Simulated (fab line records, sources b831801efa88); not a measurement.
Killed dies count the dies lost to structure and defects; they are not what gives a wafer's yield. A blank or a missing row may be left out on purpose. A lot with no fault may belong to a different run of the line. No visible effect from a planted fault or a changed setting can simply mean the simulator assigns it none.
fab line records	flow sky130
record: lots: 6	wafers: 18	last_day: 52
route steps=708 shown PWDE@84 VT_ADJUST_HVTP@85 VT_ADJUST_LVTN@97 VT_ADJUST_NCORE@119 PAD_OPEN@708
lots with no fault: from the same line, run without faults
start_h: hours from the record's opening day to when the first of the lot's shown wafers began	wait_h: hours from the lot's prior step to this one	" the same as in the row above	L1.1+2: a row that stands for several wafers	- either no value or no given start	* or withheld: withheld	< > ~ a bound
route shown NAME@n: NAME is a module with steps in the file, n the number in the route of the first one	usual: mean and standard deviation over wafers with no fault	same: alike in all rows	chamber/n: place in a boat	sites: per-site readings	_std_site: how widely they spread, as a standard deviation	_edge_site: inner sites' mean taken away from outer sites' mean	radius_mm: for every site, how far away it sits from the centre of the wafer	mask NAME#n: copy n	behind: tool/chamber where the wafer was last shaped	hold: reason for holding the lot/hours on hold/outcome of the hold	device: the n, p or np transistor that did not switch	end of line: at the end of the route, the tests of the same wafers	a step without rows: its recipe alone	killed: dies lost to structure and defects at the first sort, not the wafer's yield	map: dies across one wafer; x = killed, . = not, _ = none there
set.NAME: the run value of the setting; set.NAME@STEP: its run value at that earlier step	model.NAME: the simulator's own value behind a step, which no gauge read
lots seen at some steps along the route; tables by step, rows by wafer
services: the hour from which a tool's chamber was out of use, counted from the record's first day as start_h (under 0 if before that day), plus the number of hours and why
== steps ==
step: SKY_NWELL_RS_MEAS_31
recipe: thk_meas_gauge: four-point-probe
usual: PWDE_RS: 5269/17
lot.wafer	tool	chamber	start_h	wait_h	PWDE_RS[ohm/sq]
L550.4	film_metro-01	-	103.34	0.1	5282
L550.5	"	-	"	"	5275
L550.6	"	-	"	"	5264
L554.1	film_metro-03	-	125.60	0.1	5262
L554.3	"	-	"	"	5291
L554.6	"	-	"	"	5292
L559.1	film_metro-02	-	148.47	0.1	5283
L559.3	"	-	"	"	5278
L559.6	"	-	"	"	5267
L571.1	film_metro-02	-	319.60	0.1	5263
L571.5	"	-	"	"	5256
L571.6	"	-	"	"	5271
L573.1	film_metro-03	-	320.08	0.1	5259
L573.4	"	-	"	"	5277
L573.6	"	-	"	"	5266
L572.1	film_metro-01	-	320.55	0.1	5271
L572.3	"	-	"	"	5268
L572.5	"	-	"	"	5259
step: SKY_VT_ADJUST_HVTP_DEHYDRATE_00
recipe: temp_c: 200	time_s: 60
step: SKY_VT_ADJUST_HVTP_HMDS_01
recipe: prime_time_s: 60	prime_temp_c: 120
step: SKY_VT_ADJUST_HVTP_COAT_02
recipe: resist: NOVOLAK	spin_rpm: 3000	resist_thk_nm: 1140
step: SKY_VT_ADJUST_HVTP_SOFTBAKE_03
recipe: temp_c: 90	time_s: 60	resist: NOVOLAK
step: SKY_VT_ADJUST_HVTP_EXPOSE_04
recipe: mask_id: HVTPM	na: 0.6	source_shape: conventional	sigma_outer: 0.6	polarization: unpolarized	target_cd_nm: 380	dose_mj: 140
step: SKY_VT_ADJUST_HVTP_PEB_05
recipe: temp_c: withheld	time_s: *	resist: NOVOLAK
step: SKY_VT_ADJUST_HVTP_DEVELOP_06
recipe: resist: NOVOLAK	developer: TMAH	develop_time_s: 60	dev_temp_c: 23
step: SKY_VT_ADJUST_HVTP_CD_MEAS_07
recipe: target_cd_nm: 380
usual: cd_nm: 379.8/2.6
lot.wafer	tool	chamber	start_h	wait_h	cd_nm
L550.4	cd_sem-02	-	119.92	0.1	381.3
L550.5	"	-	"	"	380.6
L550.6	"	-	"	"	383.2
L554.1	cd_sem-02	-	140.39	0.1	383.1
L554.3	"	-	"	"	381.5
L554.6	"	-	"	"	378.6
L559.1	cd_sem-01	-	161.09	0.1	376.4
L559.3	"	-	"	"	378.2
L559.6	"	-	"	"	377.2
L571.1	cd_sem-02	-	343.96	0.1	380.4
L571.5	"	-	"	"	382.1
L571.6	"	-	"	"	382.3
L573.1	cd_sem-01	-	345.34	0.1	381.6
L573.4	"	-	"	"	380.1
L573.6	"	-	"	"	381.2
L572.1	cd_sem-02	-	345.86	0.1	381.4
L572.3	"	-	"	"	381.5
L572.5	"	-	"	"	379.4
step: SKY_VT_ADJUST_HVTP_OVL_MEAS_08
usual: VT_ADJUST_HVTP_OVL: -0.8/1.7
lot.wafer	tool	chamber	start_h	wait_h	VT_ADJUST_HVTP_OVL[nm]
L550.4	overlay-01	-	120.00	0.1	-0.2
L550.5	"	-	"	"	-0.5
L550.6	"	-	"	"	-0.2
L554.1	overlay-01	-	140.51	0.1	1.1
L554.3	"	-	"	"	0.2
L554.6	"	-	"	"	0.6
L559.1	overlay-02	-	161.21	0.1	-4.1
L559.3	"	-	"	"	-3.4
L559.6	"	-	"	"	-3.1
L571.1	overlay-02	-	344.08	0.1	-1.6
L571.5	"	-	"	"	-0.4
L571.6	"	-	"	"	-0.3
L573.1	overlay-01	-	345.46	0.1	-3.0
L573.4	"	-	"	"	-3.0
L573.6	"	-	"	"	-1.3
L572.1	overlay-02	-	345.98	0.1	-0.8
L572.3	"	-	"	"	-1.9
L572.5	"	-	"	"	-1.0
step: SKY_VT_ADJUST_HVTP_IMPLANT_09
recipe: species: As	energy_kev: 150	dose_cm2: 4.3e+12	tilt_deg: withheld
step: SKY_VT_ADJUST_HVTP_STRIP_10
recipe: chemistry: O2/N2	power_w: 1400	pressure_mtorr: 1500	platen_temp_c: withheld	o2_flow_sccm: 3000	n2_flow_sccm: 300	overash_fraction: 0.5
usual: drypump_motor_current_A: 5.89/0.19	oes_product_au: 0.715/0.0047	strip_time_to_endpoint_s: 14.18/0.035
lot.wafer	tool	chamber	start_h	wait_h	drypump_motor_current_A	oes_product_au	rf_hours_counter_h	strip_time_to_endpoint_s
L550.4	plasma_asher-03	0	120.20	0.1	5.84	0.716	-	14.16
L550.5	"	0	"	"	5.83	0.718	-	14.20
L550.6	"	1	"	"	6.17	0.718	-	14.18
L554.1	plasma_asher-04	0	140.69	0.1	5.54	0.713	47	14.15
L554.3	"	0	"	"	5.54	0.717	-	14.13
L554.6	"	0	"	"	5.54	0.716	-	14.18
L559.1	plasma_asher-02	1	161.39	0.1	5.98	0.721	47	14.17
L559.3	"	1	"	"	5.97	0.716	-	14.13
L559.6	"	1	"	"	5.94	0.708	-	14.14
L571.1	plasma_asher-03	0	344.26	0.1	5.84	0.712	50	14.19
L571.5	"	0	"	"	5.84	0.714	-	14.19
L571.6	"	1	"	"	6.15	0.721	-	14.20
L573.1	plasma_asher-04	1	345.64	0.1	5.89	0.713	67	14.22
L573.4	"	0	"	"	5.55	0.712	-	14.19
L573.6	"	0	"	"	5.54	0.717	-	14.21
L572.1	plasma_asher-03	1	346.17	0.1	6.17	0.709	50	14.19
L572.3	"	0	"	"	5.82	0.709	-	14.19
L572.5	"	0	"	"	5.83	0.718	-	14.21
step: SKY_VT_ADJUST_HVTP_TW_MEAS_11
usual: VT_ADJUST_HVTP_TW: 1350/13
lot.wafer	tool	chamber	start_h	wait_h	VT_ADJUST_HVTP_TW
L550.4	film_metro-04	-	120.30	0.1	1372
L550.5	"	-	"	"	1360
L550.6	"	-	"	"	1368
L554.1	film_metro-04	-	140.79	0.1	1368
L554.3	"	-	"	"	1368
L554.6	"	-	"	"	1365
L559.1	film_metro-01	-	161.49	0.1	1344
L559.3	"	-	"	"	1341
L559.6	"	-	"	"	1330
L571.1	film_metro-01	-	344.36	0.1	1339
L571.5	"	-	"	"	1342
L571.6	"	-	"	"	1344
L573.1	film_metro-01	-	345.74	0.1	1333
L573.4	"	-	"	"	1336
L573.6	"	-	"	"	1345
L572.1	film_metro-01	-	346.27	0.1	1341
L572.3	"	-	"	"	1343
L572.5	"	-	"	"	1334
step: SKY_VT_ADJUST_LVTN_DEHYDRATE_00
recipe: temp_c: 200	time_s: 60
step: SKY_VT_ADJUST_LVTN_HMDS_01
recipe: prime_time_s: 60	prime_temp_c: 120
step: SKY_VT_ADJUST_LVTN_COAT_02
recipe: spin_rpm: 2000	resist_thk_nm: 3000
step: SKY_VT_ADJUST_LVTN_SOFTBAKE_03
recipe: temp_c: 110	time_s: withheld
step: SKY_VT_ADJUST_LVTN_EXPOSE_04
recipe: mask_id: NWM_COMPLEMENT_LESS_NATIVE	na: 0.6	source_shape: conventional	sigma_outer: 0.6	polarization: unpolarized	target_cd_nm: 840	dose_mj: 194
step: SKY_VT_ADJUST_LVTN_PEB_05
recipe: temp_c: 115	time_s: withheld
step: SKY_VT_ADJUST_LVTN_DEVELOP_06
recipe: wall_angle_deg: 90	developer: TMAH	develop_time_s: 60	dev_temp_c: 23
step: SKY_VT_ADJUST_LVTN_OVL_MEAS_07
usual: VT_ADJUST_LVTN_OVL: -0.1/1.5
lot.wafer	tool	chamber	start_h	wait_h	VT_ADJUST_LVTN_OVL[nm]
L550.4	overlay-01	-	135.58	-	-0.5
L550.5	"	-	"	"	-0.4
L550.6	"	-	"	"	1.5
L554.1	overlay-02	-	154.11	-	-0.9
L554.3	"	-	"	"	0.5
L554.6	"	-	"	"	-0.9
L559.1	overlay-02	-	173.14	-	-0.5
L559.3	"	-	"	"	-2.6
L559.6	"	-	"	"	-1.8
L571.1	overlay-02	-	372.56	-	1.1
L571.5	"	-	"	"	0.8
L571.6	"	-	"	"	1.0
L573.1	overlay-02	-	373.71	-	1.6
L573.4	"	-	"	"	0.8
L573.6	"	-	"	"	1.1
L572.1	overlay-01	-	374.06	-	1.5
L572.3	"	-	"	"	-0.3
L572.5	"	-	"	"	1.2
step: SKY_VT_ADJUST_LVTN_IMPLANT_08
recipe: species: B	energy_kev: 30	dose_cm2: 1.57e+12	tilt_deg: withheld
step: SKY_VT_ADJUST_LVTN_STRIP_09
recipe: chemistry: O2/N2	power_w: 1400	pressure_mtorr: 1500	platen_temp_c: withheld	o2_flow_sccm: 3000	n2_flow_sccm: 300	overash_fraction: 0.5
usual: drypump_motor_current_A: 5.79/0.29	oes_product_au: 0.722/0.0044	strip_time_to_endpoint_s: 36.93/0.085
lot.wafer	tool	chamber	start_h	wait_h	drypump_motor_current_A	oes_product_au	rf_hours_counter_h	strip_time_to_endpoint_s
L550.4	plasma_asher-04	1	135.78	0.1	5.88	0.723	-	36.89
L550.5	"	0	"	"	5.56	0.719	-	36.87
L550.6	"	1	"	"	5.88	0.726	-	36.91
L554.1	plasma_asher-03	0	154.30	0.1	5.83	0.721	32	37.01
L554.3	"	1	"	"	6.18	0.728	-	36.97
L554.6	"	1	"	"	6.16	0.709	-	37.04
L559.1	plasma_asher-01	1	173.32	0.1	6.04	0.726	5	36.94
L559.3	"	1	"	"	6.02	0.729	-	36.89
L559.6	"	0	"	"	5.26	0.722	-	36.90
L571.1	plasma_asher-04	0	372.74	0.1	5.56	0.721	69	36.84
L571.5	"	1	"	"	5.90	0.715	-	36.86
L571.6	"	0	"	"	5.57	0.723	-	36.85
L573.1	plasma_asher-03	0	373.89	0.1	5.82	0.728	53	37.11
L573.4	"	1	"	"	6.14	0.721	-	37.17
L573.6	"	1	"	"	6.15	0.723	-	37.02
L572.1	plasma_asher-04	1	374.24	0.1	5.89	0.723	69	36.96
L572.3	"	0	"	"	5.56	0.720	-	36.93
L572.5	"	0	"	"	5.54	0.718	-	36.91
step: SKY_VT_ADJUST_LVTN_TW_MEAS_10
usual: VT_ADJUST_LVTN_TW: 242.2/2.1
lot.wafer	tool	chamber	start_h	wait_h	VT_ADJUST_LVTN_TW
L550.4	film_metro-04	-	135.88	0.1	242.9
L550.5	"	-	"	"	244.2
L550.6	"	-	"	"	243.5
L554.1	film_metro-04	-	154.40	0.1	242.7
L554.3	"	-	"	"	242.1
L554.6	"	-	"	"	244.3
L559.1	film_metro-04	-	173.42	0.1	244.1
L559.3	"	-	"	"	244.6
L559.6	"	-	"	"	242.9
L571.1	film_metro-03	-	372.84	0.1	242.2
L571.5	"	-	"	"	244.3
L571.6	"	-	"	"	243.1
L573.1	film_metro-03	-	373.99	0.1	244.0
L573.4	"	-	"	"	244.3
L573.6	"	-	"	"	242.9
L572.1	film_metro-02	-	374.34	0.1	238.9
L572.3	"	-	"	"	239.2
L572.5	"	-	"	"	240.7
step: SKY_VT_ADJUST_LVTN_DEHYDRATE_11
recipe: temp_c: 200	time_s: 60
step: SKY_VT_ADJUST_LVTN_HMDS_12
recipe: prime_time_s: 60	prime_temp_c: 120
step: SKY_VT_ADJUST_LVTN_COAT_13
recipe: resist: NOVOLAK	spin_rpm: 3000	resist_thk_nm: 1140
step: SKY_VT_ADJUST_LVTN_SOFTBAKE_14
recipe: temp_c: 90	time_s: 60	resist: NOVOLAK
step: SKY_VT_ADJUST_LVTN_EXPOSE_15
recipe: mask_id: HVN_STD_DERIVED	na: 0.6	source_shape: conventional	sigma_outer: 0.6	polarization: unpolarized	target_cd_nm: 600	dose_mj: 163
step: SKY_VT_ADJUST_LVTN_PEB_16
recipe: temp_c: withheld	time_s: *	resist: NOVOLAK
step: SKY_VT_ADJUST_LVTN_DEVELOP_17
recipe: resist: NOVOLAK	developer: TMAH	develop_time_s: 60	dev_temp_c: 23
step: SKY_VT_ADJUST_LVTN_OVL_MEAS_18
usual: VT_ADJUST_LVTN_01_OVL: -0.2/1.4
lot.wafer	tool	chamber	start_h	wait_h	VT_ADJUST_LVTN_01_OVL[nm]
L550.4	overlay-02	-	149.81	0.1	-0.8
L550.5	"	-	"	"	-1.3
L550.6	"	-	"	"	-0.6
L554.1	overlay-01	-	166.64	0.1	0.9
L554.3	"	-	"	"	0.6
L554.6	"	-	"	"	1.5
L559.1	overlay-02	-	183.81	0.1	-1.5
L559.3	"	-	"	"	-0.5
L559.6	"	-	"	"	-0.7
L571.1	overlay-01	-	401.01	0.1	-0.1
L571.5	"	-	"	"	1.3
L571.6	"	-	"	"	1.1
L573.1	overlay-02	-	401.31	0.1	1.2
L573.4	"	-	"	"	2.4
L573.6	"	-	"	"	-0.3
L572.1	overlay-01	-	402.34	0.1	1.3
L572.3	"	-	"	"	0.9
L572.5	"	-	"	"	0.2
step: SKY_VT_ADJUST_LVTN_IMPLANT_19
recipe: species: B	energy_kev: 30	dose_cm2: 6.5e+11	tilt_deg: withheld
step: SKY_VT_ADJUST_LVTN_STRIP_20
recipe: chemistry: O2/N2	power_w: 1400	pressure_mtorr: 1500	platen_temp_c: withheld	o2_flow_sccm: 3000	n2_flow_sccm: 300	overash_fraction: 0.5
usual: drypump_motor_current_A: 5.7/0.32	oes_product_au: 0.716/0.0044	strip_time_to_endpoint_s: 14.19/0.042
lot.wafer	tool	chamber	start_h	wait_h	drypump_motor_current_A	oes_product_au	rf_hours_counter_h	strip_time_to_endpoint_s
L550.4	plasma_asher-01	0	150.01	0.1	5.2	0.715	-	14.24
L550.5	"	0	"	"	5.2	0.725	-	14.27
L550.6	"	1	"	"	6.0	0.716	-	14.30
L554.1	plasma_asher-01	0	166.82	0.1	5.2	0.711	5	14.16
L554.3	"	0	"	"	5.2	0.712	-	14.18
L554.6	"	1	"	"	6.0	0.714	-	14.14
L559.1	plasma_asher-01	1	183.99	0.1	6.1	0.718	7	14.13
L559.3	"	1	"	"	6.1	0.721	-	14.13
L559.6	"	1	"	"	6.0	0.719	-	14.18
L571.1	plasma_asher-03	1	401.19	0.1	6.1	0.712	56	14.13
L571.5	"	0	"	"	5.8	0.709	-	14.15
L571.6	"	1	"	"	6.2	0.718	-	14.10
L573.1	plasma_asher-01	0	401.49	0.1	5.3	0.714	27	14.16
L573.4	"	0	"	"	5.3	0.717	-	14.12
L573.6	"	1	"	"	6.1	0.720	-	14.17
L572.1	plasma_asher-04	1	402.52	0.1	5.9	0.710	73	14.28
L572.3	"	1	"	"	5.9	0.721	-	14.25
L572.5	"	1	"	"	5.9	0.713	-	14.25
step: SKY_VT_ADJUST_LVTN_TW_MEAS_21
usual: VT_ADJUST_LVTN_2_TW: 187.8/2
lot.wafer	tool	chamber	start_h	wait_h	VT_ADJUST_LVTN_2_TW
L550.4	film_metro-02	-	150.10	0.1	186.3
L550.5	"	-	"	"	188.3
L550.6	"	-	"	"	185.8
L554.1	film_metro-03	-	166.92	0.1	189.7
L554.3	"	-	"	"	191.0
L554.6	"	-	"	"	190.5
L559.1	film_metro-04	-	184.09	0.1	191.1
L559.3	"	-	"	"	189.6
L559.6	"	-	"	"	189.9
L571.1	film_metro-02	-	401.29	0.1	186.6
L571.5	"	-	"	"	185.2
L571.6	"	-	"	"	186.2
L573.1	film_metro-04	-	401.59	0.1	184.5
L573.4	"	-	"	"	184.5
L573.6	"	-	"	"	185.0
L572.1	film_metro-03	-	402.62	0.1	190.2
L572.3	"	-	"	"	191.3
L572.5	"	-	"	"	190.6
step: SKY_VT_ADJUST_NCORE_DEHYDRATE_00
recipe: temp_c: 200	time_s: 60
step: SKY_VT_ADJUST_NCORE_HMDS_01
recipe: prime_time_s: 60	prime_temp_c: 120
step: SKY_VT_ADJUST_NCORE_COAT_02
recipe: resist: NOVOLAK	spin_rpm: 3000	resist_thk_nm: 1140
step: SKY_VT_ADJUST_NCORE_SOFTBAKE_03
recipe: temp_c: 90	time_s: 60	resist: NOVOLAK
step: SKY_VT_ADJUST_NCORE_EXPOSE_04
recipe: mask_id: LVTN_COMPLEMENT_THIN	na: 0.6	source_shape: conventional	sigma_outer: 0.6	polarization: unpolarized	target_cd_nm: 380	dose_mj: 139
step: SKY_VT_ADJUST_NCORE_PEB_05
recipe: temp_c: withheld	time_s: *	resist: NOVOLAK
step: SKY_PAD_OPEN_PROBE_99
usual: killed_at_M0_to_M3: 43/7	killed_at_M4_up: 2.7/1.6	killed_at_contacts: 24/5.3	killed_at_front_end: 16/4.6	killed_at_other: 0.3/0.53	killed_dies: 86/9.3	killed_open: 47/6.9	killed_short: 38/6.1
same: gross_dies: 492	killed_at_back_side: 0
lot.wafer	tool	chamber	start_h	wait_h	hold	killed_at_M0_to_M3	killed_at_M4_up	killed_at_contacts	killed_at_front_end	killed_at_other	killed_dies	killed_open	killed_short
L550.4	prober-02	-	1041.27	0.2	-	41	0	30	14	0	85	50	35
L550.5	prober-02	-	1041.32	0.2	-	52	1	24	22	1	100	50	50
L550.6	prober-02	-	1041.37	0.2	-	42	3	23	18	1	87	49	38
L554.1	prober-01	-	1051.08	0.1	-	38	6	14	18	0	76	39	37
L554.3	prober-01	-	1051.18	0.2	-	45	2	18	18	0	83	47	36
L554.6	prober-01	-	1051.33	0.2	-	54	2	23	18	1	98	48	50
L559.1	prober-01	-	1080.31	0.1	-	58	2	19	18	0	97	54	43
L559.3	prober-01	-	1080.41	0.2	-	49	4	22	21	0	96	48	48
L559.6	prober-01	-	1080.56	0.2	-	46	2	22	20	0	90	51	39
L572.1	prober-02	-	1242.12	0.1	await_dispo/8.6h/release	52	4	28	21	0	105	50	55
L572.3	prober-02	-	1242.22	0.2	await_dispo/8.6h/release	33	4	23	47	0	107	41	32
L572.5	prober-02	-	1242.32	0.2	await_dispo/8.6h/release	34	1	27	40	0	102	41	29
L571.1	prober-02	-	1242.76	0.1	await_dispo/3.5h/release	42	3	26	42	0	113	45	40
L571.5	prober-02	-	1242.96	0.2	await_dispo/3.5h/release	36	2	28	53	2	121	48	37
L571.6	prober-02	-	1243.01	0.2	await_dispo/3.5h/release	33	3	24	14	1	75	35	39
L573.1	prober-02	-	1243.06	0.4	-	54	2	27	18	1	102	43	59
L573.4	prober-02	-	1243.21	0.5	-	40	4	20	22	1	87	43	44
L573.6	prober-02	-	1243.31	0.6	-	47	2	21	20	1	91	55	36
killed by level:class
L550.4 LI_CONTACT:geometric_particle:open=10 VIA2:geometric_particle:open=10 CONTACT:geometric_particle:open=8 CONTACT:geometric_particle:short=7 METAL1:geometric_particle:short=6 VIA1:geometric_particle:open=6 FIELD_ISO:geometric_particle:open=5 METAL3:geometric_particle:short=4
L550.5 VIA2:geometric_particle:open=12 FIELD_ISO:geometric_particle:short=8 VIA1:geometric_particle:open=8 LI_CONTACT:geometric_particle:open=7 VIA3:geometric_particle:open=6 LOCAL_INTERCONNECT:geometric_particle:short=6 METAL1:geometric_particle:short=6 CONTACT:geometric_particle:short=5
L550.6 LI_CONTACT:geometric_particle:open=10 VIA1:geometric_particle:open=8 POLY_GATE:geometric_particle:short=7 VIA2:geometric_particle:open=7 VIA3:geometric_particle:open=7 CONTACT:geometric_particle:open=6 VIA3:geometric_particle:short=6 METAL1:geometric_particle:short=4
L554.1 VIA2:geometric_particle:open=7 VIA3:geometric_particle:open=7 FIELD_ISO:geometric_particle:open=5 VIA1:geometric_particle:short=5 VIA1:geometric_particle:open=5 METAL4:geometric_particle:short=5 SPACER:geometric_particle:open=4 CONTACT:geometric_particle:open=4
L554.3 METAL2:geometric_particle:short=10 CONTACT:geometric_particle:open=8 VIA1:geometric_particle:open=8 VIA1:geometric_particle:short=8 VIA2:geometric_particle:open=6 FIELD_ISO:geometric_particle:short=5 POLY_GATE:geometric_particle:open=5 FIELD_ISO:geometric_particle:open=4
L554.6 VIA1:geometric_particle:open=13 CONTACT:geometric_particle:open=8 METAL2:geometric_particle:short=8 VIA2:geometric_particle:short=8 POLY_GATE:geometric_particle:open=7 CONTACT:geometric_particle:short=7 POLY_GATE:geometric_particle:short=5 METAL1:geometric_particle:short=5
L559.1 VIA1:geometric_particle:open=12 VIA2:geometric_particle:open=11 POLY_GATE:geometric_particle:short=8 VIA3:geometric_particle:open=8 LI_CONTACT:geometric_particle:open=7 METAL1:geometric_particle:open=6 METAL1:geometric_particle:short=5 METAL2:geometric_particle:short=5
L559.3 VIA1:geometric_particle:open=13 FIELD_ISO:geometric_particle:open=8 CONTACT:geometric_particle:open=8 FIELD_ISO:geometric_particle:short=7 VIA1:geometric_particle:short=7 METAL2:geometric_particle:short=7 LI_CONTACT:geometric_particle:open=6 METAL1:geometric_particle:short=5
L559.6 VIA1:geometric_particle:open=19 CONTACT:geometric_particle:short=8 CONTACT:geometric_particle:open=7 VIA3:geometric_particle:open=6 FIELD_ISO:geometric_particle:open=5 METAL2:geometric_particle:short=5 FIELD_ISO:geometric_particle:short=4 POLY_GATE:geometric_particle:open=4
L572.1 LI_CONTACT:geometric_particle:open=12 METAL1:geometric_particle:short=10 VIA3:geometric_particle:open=10 FIELD_ISO:geometric_particle:open=6 POLY_GATE:geometric_particle:short=6 POLY_GATE:geometric_particle:open=5 CONTACT:geometric_particle:open=5 METAL2:geometric_particle:short=5
L572.3 VT_ADJUST_HVTP:unspecified=32 VIA1:geometric_particle:open=8 LI_CONTACT:geometric_particle:open=6 CONTACT:geometric_particle:open=6 LI_CONTACT:geometric_particle:short=5 VIA2:geometric_particle:short=5 VIA2:geometric_particle:open=5 FIELD_ISO:geometric_particle:open=4
L572.5 VT_ADJUST_HVTP:unspecified=32 CONTACT:geometric_particle:open=10 METAL1:geometric_particle:short=7 VIA1:geometric_particle:open=7 VIA3:geometric_particle:open=6 LI_CONTACT:geometric_particle:open=5 LOCAL_INTERCONNECT:geometric_particle:short=5 LI_CONTACT:geometric_particle:short=4
L571.1 VT_ADJUST_HVTP:unspecified=28 VIA1:geometric_particle:open=13 CONTACT:geometric_particle:open=8 VIA3:geometric_particle:open=8 VIA1:geometric_particle:short=7 CONTACT:geometric_particle:short=6 POLY_GATE:geometric_particle:short=5 LOCAL_INTERCONNECT:geometric_particle:short=5
L571.5 VT_ADJUST_HVTP:unspecified=35 LI_CONTACT:geometric_particle:open=11 CONTACT:geometric_particle:open=8 VIA1:geometric_particle:open=7 VIA3:geometric_particle:open=6 METAL3:geometric_particle:short=6 CONTACT:geometric_particle:short=5 SPACER:geometric_particle:short=5
L571.6 CONTACT:geometric_particle:open=8 VIA1:geometric_particle:open=8 VIA2:geometric_particle:open=6 CONTACT:geometric_particle:short=5 METAL1:geometric_particle:short=5 FIELD_ISO:geometric_particle:short=4 LI_CONTACT:geometric_particle:short=4 VIA3:geometric_particle:short=4
L573.1 CONTACT:geometric_particle:open=15 VIA1:geometric_particle:open=12 METAL2:geometric_particle:short=10 FIELD_ISO:geometric_particle:short=7 VIA1:geometric_particle:short=6 LOCAL_INTERCONNECT:geometric_particle:short=5 VIA3:geometric_particle:short=5 METAL3:geometric_particle:short=5
L573.4 VIA1:geometric_particle:open=10 CONTACT:geometric_particle:open=9 FIELD_ISO:geometric_particle:short=6 VIA2:geometric_particle:open=6 POLY_GATE:geometric_particle:short=5 FIELD_ISO:geometric_particle:open=4 METAL2:geometric_particle:short=4 METAL4:geometric_particle:short=4
L573.6 CONTACT:geometric_particle:open=13 VIA1:geometric_particle:open=13 METAL2:geometric_particle:short=13 VIA2:geometric_particle:open=8 FIELD_ISO:geometric_particle:open=6 POLY_GATE:geometric_particle:short=5 VIA3:geometric_particle:open=4 LOCAL_INTERCONNECT:geometric_particle:short=3
map L571.5 (x killed, . not)
__________.....xxxxx_________
________......x.xxxxxx_______
______.x.xx.x...xxxxxxxx_____
_____......xx..xxxxxxxx.x____
____..x.x....x.x.xxxxxx...___
___............xx.xxxxx....__
__.............x.......x...._
_......x....xx..x.x........x.
_..x.....x....x..x...........
_.xx..x......x......x.....x..
_x.xx.............x...x.x....
_......xx...x.x.x..x..x..x.x.
_.x.....xx.x...x..x.......x..
_.....................x......
_......x..........xx.........
__............x........x...._
___.x.........xx.x....x.x..__
____....................x.___
_____.x..x............x..____
______....xxx.xx..x...x._____
________..x.x...xx..x._______
__________.......x.._________
map L572.3 (x killed, . not)
__________.x.x.xxxxx_________
________.x......xxxxxx_______
______.....xxxx.xxxxxxx._____
_____........x.xxxxxxxxx.____
____..........x..xxx......___
___............x..xx..x.xx.__
__..........xx...xxxx.x..x.._
_....xx...........x......x...
_..x...............xx.x.....x
_.....xx.................xx..
_......x.....................
_x....x.......x..........x...
_..x..x............x.x......x
_........x....xx...........x.
_.....x......................
__....x.........x.x.....x..._
___xx....x................x__
____.....x.x......x...xx..___
_____..x..............x..____
______xx...x.........x.._____
________.x.x.........._______
__________....xxxxx._________
== services ==
tool	chamber	start_h	hours	kind
plasma_asher-01	-	108.75	9.0	pm
plasma_asher-01	0	108.75	9.0	vent_cycle
plasma_asher-01	1	108.75	9.0	vent_cycle
plasma_asher-01	-	110.54	3.3	repair
plasma_asher-01	0	117.75	-	clean
plasma_asher-01	1	117.75	-	clean
plasma_asher-01	-	192.31	1.9	repair
plasma_asher-04	-	228.94	2.8	pm
plasma_asher-03	-	277.60	1.3	repair
plasma_asher-01	-	289.19	3.2	repair
plasma_asher-02	-	297.63	0.9	repair
plasma_asher-01	-	309.74	2.8	pm
plasma_asher-01	-	325.94	1.8	repair
plasma_asher-02	-	337.01	1.3	repair
plasma_asher-02	-	352.14	0.8	repair
plasma_asher-03	-	390.26	0.9	repair
plasma_asher-03	-	397.59	0.5	repair
plasma_asher-01	-	397.89	1.1	repair
== key ==
first_sign: step: SKY_PAD_OPEN_PROBE_99	reading: killed_at_front_end	direction: up	sigmas: 6.4	usual: 16	struck: 46
effect: step: SKY_PAD_OPEN_PROBE_99	reading: killed_dies	direction: up	sigmas: 2.7	usual: 86	struck: 111
met_at SKY_VT_ADJUST_HVTP_STRIP_10
struck_wafers L571.1,L571.5,L572.3,L572.5
tester_left_out L571,L572
onset_between 120.20 344.26
fault: kind: chamber_particle_source	tool: plasma_asher-03	chamber: 0	onset_h: 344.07	steps: SKY_VT_ADJUST_HVTP_STRIP_10	rate_per_visit_cm2: 0.47194	end_h: 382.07
tester_left_out: of these lots the tester's yield and bins aren't shown, on N5 and GAA mostly nor the transistor test; their killed dies are dies lost to structure and defects alone, not to doping, threshold or leakage, so they don't give the yield
